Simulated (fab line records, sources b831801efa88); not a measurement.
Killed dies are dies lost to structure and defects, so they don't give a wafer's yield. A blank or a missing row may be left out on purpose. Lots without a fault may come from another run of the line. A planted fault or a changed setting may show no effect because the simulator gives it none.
Which tool did it? | flow gf180mcu | 11 lots, 33 wafers sampled, at 6 steps of a route of 602

WHAT THE GAUGES READ, wafer by wafer
GF_V1_THK_MEAS_01. Usual: V1_CVD_00_THK 603 nm, standard deviation 6.1.
lot  | measured     | on            | V1_CVD_00_THK (nm) | flag
L876 | day 17 16:31 | film_metro-04 | 610 610 604        |
L883 | day 20 06:52 | film_metro-02 | 610 594 605        |
L885 | day 21 00:58 | film_metro-04 | 603 605 605        |
L886 | day 21 05:39 | film_metro-04 | 596 597 597        |
L888 | day 22 03:17 | film_metro-01 | 606 604 613        |
L890 | day 22 18:31 | film_metro-02 | 610 608 601        |
L893 | day 23 11:49 | film_metro-04 | 602 596 596        |
L895 | day 24 03:52 | film_metro-02 | 591 595 593        |
L896 | day 24 12:08 | film_metro-04 | 604 602 594        |
L897 | day 24 20:14 | film_metro-02 | 596 611 603        |
L898 | day 25 04:55 | film_metro-04 | 593 601 591        |

GF_V2_RS_MEAS_24: measures by four-point-probe. Usual: V2_W_RS 0.326 ohm/sq, standard deviation 0.0033.
lot  | measured     | on            | V2_W_RS (ohm/sq)  | flag
L876 | day 20 22:28 | film_metro-04 | 0.319 0.317 0.324 |
L883 | day 23 10:22 | film_metro-03 | 0.325 0.323 0.325 |
L885 | day 24 02:31 | film_metro-04 | 0.196 0.195 0.194 | OFF
L886 | day 24 07:01 | film_metro-03 | 0.193 0.195 0.194 | OFF
L888 | day 25 03:59 | film_metro-03 | 0.330 0.326 0.329 |
L890 | day 25 18:11 | film_metro-03 | 0.332 0.327 0.331 |
L893 | day 26 10:32 | film_metro-04 | 0.328 0.325 0.327 |
L895 | day 27 00:36 | film_metro-02 | 0.329 0.333 0.326 |
L896 | day 27 08:58 | film_metro-03 | 0.325 0.329 0.326 |
L897 | day 27 14:58 | film_metro-03 | 0.327 0.327 0.329 |
L898 | day 27 23:11 | film_metro-02 | 0.323 0.326 0.323 |

GF_V2_THK_MEAS_25: measures by xrf. Usual: V2_W_THK 353 nm, standard deviation 4.4.
lot  | measured     | on            | V2_W_THK (nm) | flag
L876 | day 20 22:35 | film_metro-04 | 359 360 354   |
L883 | day 23 10:28 | film_metro-03 | 355 359 355   |
L885 | day 24 02:38 | film_metro-04 | - - -         | OFF
L886 | day 24 07:08 | film_metro-03 | - - -         | OFF
L888 | day 25 04:05 | film_metro-03 | 347 352 349   |
L890 | day 25 18:18 | film_metro-03 | 347 350 346   |
L893 | day 26 10:39 | film_metro-04 | 348 352 348   |
L895 | day 27 00:42 | film_metro-02 | 350 346 353   |
L896 | day 27 09:05 | film_metro-03 | 355 351 355   |
L897 | day 27 15:05 | film_metro-03 | 352 353 351   |
L898 | day 27 23:17 | film_metro-02 | 355 352 355   |

WHICH TOOL RAN EACH LOT (tool, then ch and the chambers of the sampled wafers, then the start)
lot  | GF_V1_SPUTTER_21             | GF_M2_SPUTTER_01             | GF_V2_CVD_23
L876 | pvd_sputter-04, day 18 17:29 | pvd_sputter-01, day 18 18:17 | cvd_w-01 ch 0,1, day 20 22:20
L883 | pvd_sputter-02, day 21 08:17 | pvd_sputter-01, day 21 09:05 | cvd_w-02 ch 0,1, day 23 10:14
L885 | pvd_sputter-02, day 22 02:02 | pvd_sputter-01, day 22 02:49 | cvd_w-01 ch 0,1, day 24 02:24
L886 | pvd_sputter-04, day 22 06:08 | pvd_sputter-01, day 22 06:56 | cvd_w-01 ch 0,1, day 24 06:55
L888 | pvd_sputter-02, day 23 03:52 | pvd_sputter-03, day 23 04:39 | cvd_w-02 ch 0,1, day 25 03:52
L890 | pvd_sputter-02, day 23 19:21 | pvd_sputter-03, day 23 20:09 | cvd_w-02 ch 0,1, day 25 18:04
L893 | pvd_sputter-01, day 24 11:40 | pvd_sputter-03, day 24 12:28 | cvd_w-02 ch 0, day 26 10:19
L895 | pvd_sputter-04, day 25 03:23 | pvd_sputter-04, day 25 04:10 | cvd_w-02 ch 0,1, day 27 00:29
L896 | pvd_sputter-04, day 25 11:27 | pvd_sputter-01, day 25 12:15 | cvd_w-01 ch 0,1, day 27 08:51
L897 | pvd_sputter-01, day 25 18:44 | pvd_sputter-04, day 25 19:32 | cvd_w-01 ch 0,1, day 27 14:52
L898 | pvd_sputter-02, day 26 03:18 | pvd_sputter-01, day 26 04:05 | cvd_w-01 ch 0,1, day 27 23:04
- GF_V1_SPUTTER_21: material Ti, target thk 15 nm, time 80.02 s.
- GF_M2_SPUTTER_01: material TiN, target thk 30 nm, time 25 s.
- GF_V2_CVD_23: deposits W, target thk 350 nm, time 104.94 s.

WHAT THE TOOLS THEMSELVES READ (means of the sampled wafers that have a number; where no wafer has one, the mark that the record gives instead)
GF_V1_SPUTTER_21. Usual: throttle_valve_pct 30.3 %, standard deviation 1.
lot  | tool           | throttle_valve_pct (%) | flag
L876 | pvd_sputter-04 | 30.8                   |
L883 | pvd_sputter-02 | 30.8                   |
L885 | pvd_sputter-02 | 31.2                   |
L886 | pvd_sputter-04 | 29.5                   |
L888 | pvd_sputter-02 | 31.7                   |
L890 | pvd_sputter-02 | 32.1                   |
L893 | pvd_sputter-01 | 29.9                   |
L895 | pvd_sputter-04 | 30.1                   |
L896 | pvd_sputter-04 | 30.0                   |
L897 | pvd_sputter-01 | 29.7                   |
L898 | pvd_sputter-02 | 30.6                   |

GF_M2_SPUTTER_01. Usual: throttle_valve_pct 30.0 %, standard deviation 1.1.
lot  | tool           | throttle_valve_pct (%) | flag
L876 | pvd_sputter-01 | 30.0                   |
L883 | pvd_sputter-01 | 29.3                   |
L885 | pvd_sputter-01 | 30.0                   |
L886 | pvd_sputter-01 | 30.2                   |
L888 | pvd_sputter-03 | 29.9                   |
L890 | pvd_sputter-03 | 30.0                   |
L893 | pvd_sputter-03 | 31.0                   |
L895 | pvd_sputter-04 | 29.1                   |
L896 | pvd_sputter-01 | 30.1                   |
L897 | pvd_sputter-04 | 29.4                   |
L898 | pvd_sputter-01 | 29.8                   |

GF_V2_CVD_23. Usual: heater_power_w 875 W, standard deviation 88; susceptor_temp_C 399.99 C, standard deviation 0.24.
lot  | tool     | heater_power_w (W) | susceptor_temp_C (C) | flag
L876 | cvd_w-01 | 775                | 400.15               |
L883 | cvd_w-02 | 929                | 400.08               |
L885 | cvd_w-01 | 950                | 431.29               | OFF
L886 | cvd_w-01 | 936                | 431.01               | OFF
L888 | cvd_w-02 | 959                | 400.05               |
L890 | cvd_w-02 | 957                | 400.10               |
L893 | cvd_w-02 | 975                | 399.94               |
L895 | cvd_w-02 | 933                | 400.01               |
L896 | cvd_w-01 | 791                | 399.83               |
L897 | cvd_w-01 | 784                | 399.97               |
L898 | cvd_w-01 | 791                | 399.98               |

THE ANSWER, worked out from the rows above alone
Rule: a lot is off if the mean of its wafers that have a number lies more than 3 standard deviations from the usual mean. A lot without any number at a reading at which 4 lots or more have one is off too. The other lots that the step has rows for count as sound. The gauges are gone through in route order, then the tools' own readings, and for those a lot's mean is taken as printed above. The first step at which some lot is off is used, and at that step the reading that is off furthest; a lot without a number counts as furthest.
Off: L885, L886, at GF_V2_RS_MEAS_24 (V2_W_RS).
A tool fits if, at a process step before that reading, it ran every lot that is off, and no sound lot after the first of them. The gauges at GF_V2_RS_MEAS_24 aren't tried: what is off there is off at GF_V2_CVD_23 too, on other tools, and a gauge's error can't cause that. None of those tried fits.

WHAT THE SIMULATOR HAD PUT IN
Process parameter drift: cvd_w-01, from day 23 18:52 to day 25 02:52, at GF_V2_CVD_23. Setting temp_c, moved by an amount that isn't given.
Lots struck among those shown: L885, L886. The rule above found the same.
